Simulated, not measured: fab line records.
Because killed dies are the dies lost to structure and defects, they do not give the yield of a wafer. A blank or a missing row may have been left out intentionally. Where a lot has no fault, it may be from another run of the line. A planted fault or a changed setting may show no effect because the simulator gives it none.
What tool caused it? | flow gf180mcu | 33 wafers from 11 lots sampled at 7 of the route's 602 steps

WHAT THE GAUGES READ, wafer by wafer
GF_M5_CD_MEAS_07: the cd target is 280 nm.
lot  | measured     | on        | cd nm (nm)
L685 | day 25 23:34 | cd sem-01 | 279.7 280.7 280.5
L686 | day 26 13:01 | cd sem-02 | 281.3 280.2 280.1
L689 | day 27 12:16 | cd sem-02 | 279.8 278.8 280.5
L691 | day 28 12:08 | cd sem-01 | 280.7 281.4 279.0
L695 | day 29 09:41 | cd sem-01 | 280.2 280.7 281.4
L696 | day 29 22:16 | cd sem-01 | 279.0 279.6 280.4
L697 | day 30 00:56 | cd sem-02 | 280.1 280.3 279.7
L698 | day 30 17:49 | cd sem-02 | 278.8 278.7 278.0
L699 | day 30 21:20 | cd sem-02 | 279.1 279.6 278.8
L704 | day 32 09:07 | cd sem-02 | 279.5 280.3 279.1
L707 | day 32 16:56 | cd sem-02 | 282.3 281.0 282.2

GF_V5_RS_MEAS_24: a four-point-probe measurement.
lot  | measured     | on            | V5_W_RS (ohm/sq)
L685 | day 26 23:05 | film metro-01 | 0.328 0.331 0.331
L686 | day 27 12:28 | film metro-01 | 0.328 0.326 0.330
L689 | day 28 11:32 | film metro-04 | 0.320 0.321 0.320
L691 | day 29 09:58 | film metro-01 | 0.325 0.326 0.322
L695 | day 30 07:04 | film metro-01 | 0.318 0.321 0.320
L696 | day 30 18:13 | film metro-01 | 0.322 0.323 0.323
L697 | day 30 21:26 | film metro-03 | 0.787 0.777 0.788
L698 | day 31 13:51 | film metro-01 | 0.765 0.777 0.748
L699 | day 31 17:18 | film metro-04 | 0.325 0.331 0.331
L704 | day 33 04:29 | film metro-03 | 0.329 0.326 0.327
L707 | day 33 11:55 | film metro-01 | 0.331 0.327 0.331

GF_V5_THK_MEAS_25: measures by xrf.
lot  | measured     | on            | V5_W_THK (nm)
L685 | day 26 23:11 | film metro-01 | 363 356 358
L686 | day 27 12:34 | film metro-01 | 362 364 357
L689 | day 28 11:38 | film metro-04 | 367 368 369
L691 | day 29 10:04 | film metro-01 | 369 370 371
L695 | day 30 07:11 | film metro-01 | 374 369 371
L696 | day 30 18:20 | film metro-01 | 368 368 367
L697 | day 30 21:32 | film metro-03 | 152 153 151
L698 | day 31 13:58 | film metro-01 | 156 153 159
L699 | day 31 17:25 | film metro-04 | 374 366 366
L704 | day 33 04:36 | film metro-03 | 366 368 367
L707 | day 33 12:02 | film metro-01 | 362 369 362

GF_TOP_METAL_RS_MEAS_05: a four-point-probe measurement.
lot  | measured     | on            | TOP_METAL_ALCU_RS (ohm/sq)
L685 | day 26 23:47 | film metro-03 | 0.0327 0.0329 0.0329
L686 | day 27 14:02 | film metro-03 | 0.0327 0.0330 0.0332
L689 | day 28 12:14 | film metro-04 | 0.0328 0.0329 0.0326
L691 | day 29 10:58 | film metro-02 | 0.0334 0.0332 0.0330
L695 | day 30 08:02 | film metro-04 | 0.0331 0.0335 0.0337
L696 | day 30 18:56 | film metro-03 | 0.0331 0.0331 0.0335
L697 | day 30 22:08 | film metro-03 | 0.0330 0.0333 0.0331
L698 | day 31 14:33 | film metro-02 | 0.0328 0.0333 0.0330
L699 | day 31 18:00 | film metro-03 | 0.0324 0.0321 0.0321
L704 | day 33 05:11 | film metro-04 | 0.0336 0.0332 0.0331
L707 | day 33 12:37 | film metro-04 | 0.0331 0.0327 0.0327

EACH LOT AND THE TOOL THAT RAN IT (in order: tool; ch and the chambers of the sampled wafers; start)
lot  | GF_V5_CVD_23                  | GF_V5_CMP_26                  | GF_TOP_METAL_SPUTTER_02
L685 | cvd w-02 ch 0,1, day 26 22:56 | cmp-01 ch 1,3, day 26 23:17   | pvd sputter-02, day 26 23:40
L686 | cvd w-02 ch 0,1, day 27 12:20 | cmp-02 ch 1,2, day 27 13:29   | pvd sputter-04, day 27 13:55
L689 | cvd w-01 ch 1, day 28 11:20   | cmp-01 ch 0,1,3, day 28 11:50 | pvd sputter-01, day 28 12:07
L691 | cvd w-01 ch 0,1, day 29 09:49 | cmp-01 ch 1,2, day 29 10:24   | pvd sputter-01, day 29 10:50
L695 | cvd w-01 ch 0,1, day 30 06:57 | cmp-01 ch 2,3, day 30 07:31   | pvd sputter-02, day 30 07:57
L696 | cvd w-01 ch 0,1, day 30 18:05 | cmp-02 ch 0,1,2, day 30 18:23 | pvd sputter-04, day 30 18:49
L697 | cvd w-01 ch 0,1, day 30 21:18 | cmp-01 ch 1,2, day 30 21:35   | pvd sputter-01, day 30 22:01
L698 | cvd w-01 ch 0,1, day 31 13:43 | cmp-01 ch 0,2,3, day 31 14:01 | pvd sputter-02, day 31 14:26
L699 | cvd w-02 ch 0,1, day 31 17:11 | cmp-02 ch 0,2, day 31 17:29   | pvd sputter-04, day 31 17:55
L704 | cvd w-02 ch 0,1, day 33 04:22 | cmp-02 ch 0,1,3, day 33 04:39 | pvd sputter-04, day 33 05:05
L707 | cvd w-02 ch 0,1, day 33 11:48 | cmp-02 ch 0,2,3, day 33 12:06 | pvd sputter-04, day 33 12:32
- GF_V5_CVD_23: deposits W, target thk 350 nm, time 104.9 s.
- GF_V5_CMP_26: polishes, stops on SiO2, t overpolish 15 s, target thk 0 nm.
- GF_TOP_METAL_SPUTTER_02: material AlCu, target thk 900 nm, time 47.82 s.

WHAT THE TOOLS THEMSELVES READ (means of the sampled wafers that have a number; where no wafer has one, the mark that the record gives instead)
GF_V5_CVD_23.
lot  | tool     | heater power w (W)
L685 | cvd w-02 | 714
L686 | cvd w-02 | 703
L689 | cvd w-01 | 838
L691 | cvd w-01 | 825
L695 | cvd w-01 | 791
L696 | cvd w-01 | 835
L697 | cvd w-01 | 813
L698 | cvd w-01 | 795
L699 | cvd w-02 | 732
L704 | cvd w-02 | 723
L707 | cvd w-02 | 712

GF_V5_CMP_26.
lot  | tool   | motor current A (A) | time to endpoint s (s)
L685 | cmp-01 | 11.6                | 81
L686 | cmp-02 | 10.4                | 83
L689 | cmp-01 | 10.9                | 86
L691 | cmp-01 | 10.9                | 83
L695 | cmp-01 | 11.6                | 82
L696 | cmp-02 | 10.5                | 84
L697 | cmp-01 | 11.1                | 34
L698 | cmp-01 | 10.6                | 37
L699 | cmp-02 | 10.7                | 85
L704 | cmp-02 | 10.2                | 88
L707 | cmp-02 | 10.6                | 87

GF_TOP_METAL_SPUTTER_02.
lot  | tool           | cathode dc power W (W) | throttle valve pct (%)
L685 | pvd sputter-02 | 10600                  | 31.3
L686 | pvd sputter-04 | 10599                  | 28.8
L689 | pvd sputter-01 | 10599                  | 29.6
L691 | pvd sputter-01 | 10600                  | 31.6
L695 | pvd sputter-02 | 10601                  | 30.2
L696 | pvd sputter-04 | 10601                  | 28.6
L697 | pvd sputter-01 | 10601                  | 30.9
L698 | pvd sputter-02 | 10599                  | 31.3
L699 | pvd sputter-04 | 10601                  | 29.1
L704 | pvd sputter-04 | 10602                  | 29.7
L707 | pvd sputter-04 | 10598                  | 29.6

THE ANSWER, worked out from the rows above alone
Rule: usual is defined by the lots themselves. The widest of any qualifying gaps counts: lots, ordered by their means at a reading, are off when they make up no more than a third of the lots, leave a main group of 4 or more, and stand apart from it by 3 or more times the standard deviation of that group's means. A main group is skipped when, at the precision printed for the reading in the tables above, its means are all equal. Also off: a lot with no number at a reading for which 4 or more lots have one. All remaining lots with rows at the step are treated as sound. After the gauges, taken in route order, come the tools' own readings; for these a lot's mean is taken, as printed above. The first step at which some lot is off is used, and at that step the reading that is off furthest; a lot without a number counts as furthest.
Off: L697, L698, at GF_V5_RS_MEAS_24 (V5_W_RS). For the main group the mean is 0.326 ohm/sq and the standard deviation 0.0038.
A tool fits if, at a process step before that reading, it ran every lot that is off, and no sound lot after the first of them. Not tried: the gauges at GF_V5_RS_MEAS_24; whatever is off there is also off at GF_V5_CMP_26, on other tools, and gauge error can't account for it. One candidate fits, namely cvd w-01 at GF_V5_CVD_23. A fault onset in the window from L696 (day 30 18:05, its last sound lot) to L697 (day 30 21:18, its first lot off) fits.

WHAT THE SIMULATOR PUT IN
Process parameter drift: cvd w-01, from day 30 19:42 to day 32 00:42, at GF_V5_CVD_23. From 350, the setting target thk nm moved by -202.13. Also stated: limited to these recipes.
Struck lots among those shown: L697, L698. The same result came from the rule above.
